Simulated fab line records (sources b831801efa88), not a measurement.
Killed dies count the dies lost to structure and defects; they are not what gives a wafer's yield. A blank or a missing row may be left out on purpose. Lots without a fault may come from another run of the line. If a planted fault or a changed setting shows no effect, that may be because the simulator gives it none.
8D (eight disciplines) problem report, filled in by code || flow gf180mcu || the parts of the form that need people (team, actions taken, sign-off) are left out

## 1. THE ISSUE
Mean LVPWELL_RS at GF_VT_IMPLANT_RS_MEAS_48: 1254.9 ohm/sq over 2 wafers in 2 lots; fault-free wafers: 1196.1 ohm/sq, standard deviation 2.7. Measured from the usual mean, that is +22 standard deviations.
The step: measures by four-point-probe.
First observed at day 10 03:20: wafer L152.5, on film_metro-02. At this step, 37 wafers from 13 lots have a number in the record. By rule, "out" or "out of limits" means more than 4 standard deviations away from the usual mean. All remaining wafers that have a number are taken as sound.

## 2. WHAT IT IS; WHAT IT IS NOT
{"question": "which readings at this step", "is": "LVPWELL_RS", "is not": "-"}
{"question": "which lots", "is": "L152, L154", "is not": "L143, L146, L147, L148, L149, L153, L160, L161, L164, L165, L166"}
{"question": "which wafers of those lots", "is": "L152.5, L154.5", "is not": "L152.6, L154.1"}
{"question": "read on which gauges", "is": "film_metro-02", "is not": "film_metro-01, film_metro-04"}
{"question": "when", "is": "from day 10 03:20", "is not": "up to then (16 sound wafers); but 19 sound wafers of L153, L154, L160, L161, L164, L165, L166 came after"}

## 3. SUSPECTS, AND WHAT RULES EACH OUT
Counting: a tool at a process step up to the reading stays a suspect if it ran every lot that is out. Sound lots after the first of them don't rule it out here, since some wafers of a struck lot are sound.
- the gauge at GF_VT_IMPLANT_RS_MEAS_48: kept. All the wafers that are out were read on film_metro-02, and no step on other tools shows them out.
- implanter-04 at GF_LVPWELL_IMPLANT_08: kept. Every lot that is out went through it, the first being L152 (day 6 02:00); the last sound lot it ran before that was L149 (day 5 05:36).
Remaining after the count are implanter-04 at GF_LVPWELL_IMPLANT_08 and film_metro-02 at GF_VT_IMPLANT_RS_MEAS_48.

## 4. THE CAUSE (what the simulator had put in)
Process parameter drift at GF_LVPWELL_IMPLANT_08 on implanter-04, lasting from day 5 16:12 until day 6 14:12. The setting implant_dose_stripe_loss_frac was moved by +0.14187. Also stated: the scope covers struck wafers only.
Of the 2 suspects that counting leaves, this tool is one.

## 5. THE EFFECT CHAIN, in route order
Rows list readings where the struck wafers' mean (over those with a number) sits beyond 3 standard deviations from the usual. Only readings for which the record gives a usual standard deviation are gone through. hours: the time from each lot's start at the first step in this table that gives one to its start at this step, as a median over the lots. sigmas: the change in usual standard deviations.
{"hours": 0, "step": "GF_LVPWELL_TW_MEAS_11", "reading": "LVPWELL_TW", "usual": 565, "on struck wafers": 544, "change": -21, "sigmas": -3.5}
{"hours": 99, "step": "GF_VT_IMPLANT_RS_MEAS_48", "reading": "LVPWELL_RS", "usual": "1196.1 ohm/sq", "on struck wafers": 1254.9, "change": "+58.8", "sigmas": "+22"}

## 6. HOW IT WOULD HAVE BEEN CAUGHT EARLIER
The first out-of-limits reading at a measuring or inspecting step in this record came at day 10 03:20, 107 hours after the fault's start at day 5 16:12.
Of the tool readings at GF_LVPWELL_IMPLANT_08 for which the record gives a usual standard deviation, none was out on any struck wafer, so an alarm limit of 4 standard deviations on them would not have fired.
By day 10 03:20 the whole set of lots that are out, 2 in number, had already begun GF_LVPWELL_IMPLANT_08 on implanter-04. Tool hold at that time: it would have spared none of them.
